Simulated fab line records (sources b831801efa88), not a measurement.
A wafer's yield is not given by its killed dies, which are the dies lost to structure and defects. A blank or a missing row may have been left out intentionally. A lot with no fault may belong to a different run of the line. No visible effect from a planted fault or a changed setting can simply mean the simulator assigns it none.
Which tool did it? -- flow sky130 -- 42 wafers from 14 lots sampled at 3 of the route's 708 steps

== WHAT THE GAUGES SHOWED, per wafer ==
SKY_VIA4_THK_MEAS_01.
lot,measured,on,VIA4_HDPCVD_THK (nm)
L362,day 42 09:25,film-metro-03,1725 1736 1708
L363,day 42 19:39,film-metro-01,1723 1731 1731
L369,day 44 13:17,film-metro-01,1770 1759 1751
L370,day 44 19:25,film-metro-01,1778 1777 1786
L371,day 45 00:25,film-metro-01,1756 1773 1761
L374,day 45 20:46,film-metro-03,1750 1787 1767
L375,day 46 03:37,film-metro-01,1776 1784 1784
L377,day 46 14:26,film-metro-02,1731 1744 1719
L378,day 46 21:16,film-metro-03,1737 1723 1746
L379,day 47 00:35,film-metro-02,1732 1723 1746
L380,day 47 12:51,film-metro-03,1758 1730 1753
L381,day 47 13:37,film-metro-03,1754 1739 1764
L382,day 47 15:58,film-metro-02,1743 1738 1748
L383,day 47 19:35,film-metro-03,1736 1752 1742

SKY_VIA4_BOW_MEAS_03.
lot,measured,on,VIA4_BOW (um)
L362,day 42 09:55,film-metro-03,78 87 66
L363,day 42 20:01,film-metro-01,82 77 77
L369,day 44 13:40,film-metro-01,66 77 80
L370,day 44 19:48,film-metro-03,154 147 144
L371,day 45 00:55,film-metro-03,135 128 144
L374,day 45 21:08,film-metro-01,84 87 76
L375,day 46 03:59,film-metro-01,84 94 84
L377,day 46 14:48,film-metro-01,72 65 78
L378,day 46 21:38,film-metro-02,75 61 84
L379,day 47 00:58,film-metro-03,70 71 76
L380,day 47 13:13,film-metro-03,83 85 86
L381,day 47 13:59,film-metro-03,86 88 79
L382,day 47 16:19,film-metro-03,84 76 73
L383,day 47 19:57,film-metro-01,69 72 84

== WHAT TOOL EACH LOT RAN ON (gives the tool, then ch and the chambers of the sampled wafers, and finally the start) ==
lot,SKY_VIA4_CMP_02
L362,"cmp-01 ch 2,3, day 42 09:34"
L363,"cmp-02 ch 0,2,3, day 42 19:46"
L369,"cmp-01 ch 1,2,3, day 44 13:26"
L370,"cmp-02 ch 0,1,2, day 44 19:34"
L371,"cmp-01 ch 1,2,3, day 45 00:39"
L374,"cmp-01 ch 0,2,3, day 45 20:50"
L375,"cmp-01 ch 0,1,3, day 46 03:41"
L377,"cmp-01 ch 2,3, day 46 14:29"
L378,"cmp-01 ch 0,1,3, day 46 21:25"
L379,"cmp-01 ch 1,2,3, day 47 00:44"
L380,"cmp-01 ch 1,2,3, day 47 12:57"
L381,"cmp-02 ch 1,3, day 47 13:44"
L382,"cmp-01 ch 0,2,3, day 47 16:01"
L383,"cmp-01 ch 0,1,3, day 47 19:38"
- SKY_VIA4_CMP_02: polishes SiO2.

== AS READ BY THE TOOLS THEMSELVES (means over the sampled wafers that have a number; for cases with no such wafer, the mark the record gives instead) ==
SKY_VIA4_CMP_02.
lot,tool,edge-zone-pressure-frac,head-pressure-psi (psi),motor-current-A (A),platen-rpm (rpm)
L362,cmp-01,1.002,4.005,12.2,60.00
L363,cmp-02,0.999,4.009,11.0,59.97
L369,cmp-01,1.001,4.005,12.7,59.98
L370,cmp-02,-,-,-,-
L371,cmp-01,-,-,-,-
L374,cmp-01,1.001,4.001,11.5,60.03
L375,cmp-01,0.998,3.998,12.6,60.00
L377,cmp-01,0.996,3.997,12.2,60.04
L378,cmp-01,0.997,4.001,13.1,59.99
L379,cmp-01,0.998,3.992,12.3,59.99
L380,cmp-01,1.001,4.016,12.6,60.00
L381,cmp-02,0.997,3.999,11.5,60.01
L382,cmp-01,0.998,3.999,11.8,59.98
L383,cmp-01,1.000,3.999,12.5,59.99

== THE ANSWER, worked out from the rows above alone ==
Rule: what is usual is taken from the lots themselves. Put in order of their means at a reading, lots are off if they are a third of the lots or fewer, leave a main group of 4 or more, and stand apart from it by a gap of 3 or more times the standard deviation of the main group's means; of several such gaps the widest counts. A main group is skipped when, at the precision printed for the reading in the tables above, its means are all equal. Also off: a lot with no number at a reading for which 4 or more lots have one. Any other lot the step has rows for is counted as sound. The gauges are gone through in route order, then the tools' own readings, and for those a lot's mean is taken as printed above. At the first step where some lot is off, the reading lying furthest off is the one used; lots without a number count as furthest.
Off: L370, L371, at SKY_VIA4_BOW_MEAS_03 (VIA4_BOW). Main group: mean 78 um, sd 5.1.
A tool fits if, at a process step before that reading, it ran every lot that is off, and no sound lot after the first of them. Not tried: the gauges at SKY_VIA4_BOW_MEAS_03; whatever is off there is also off at SKY_VIA4_CMP_02, on other tools, and gauge error can't account for it. Of those tried, none fits.

== WHAT WAS PUT IN BY THE SIMULATOR ==
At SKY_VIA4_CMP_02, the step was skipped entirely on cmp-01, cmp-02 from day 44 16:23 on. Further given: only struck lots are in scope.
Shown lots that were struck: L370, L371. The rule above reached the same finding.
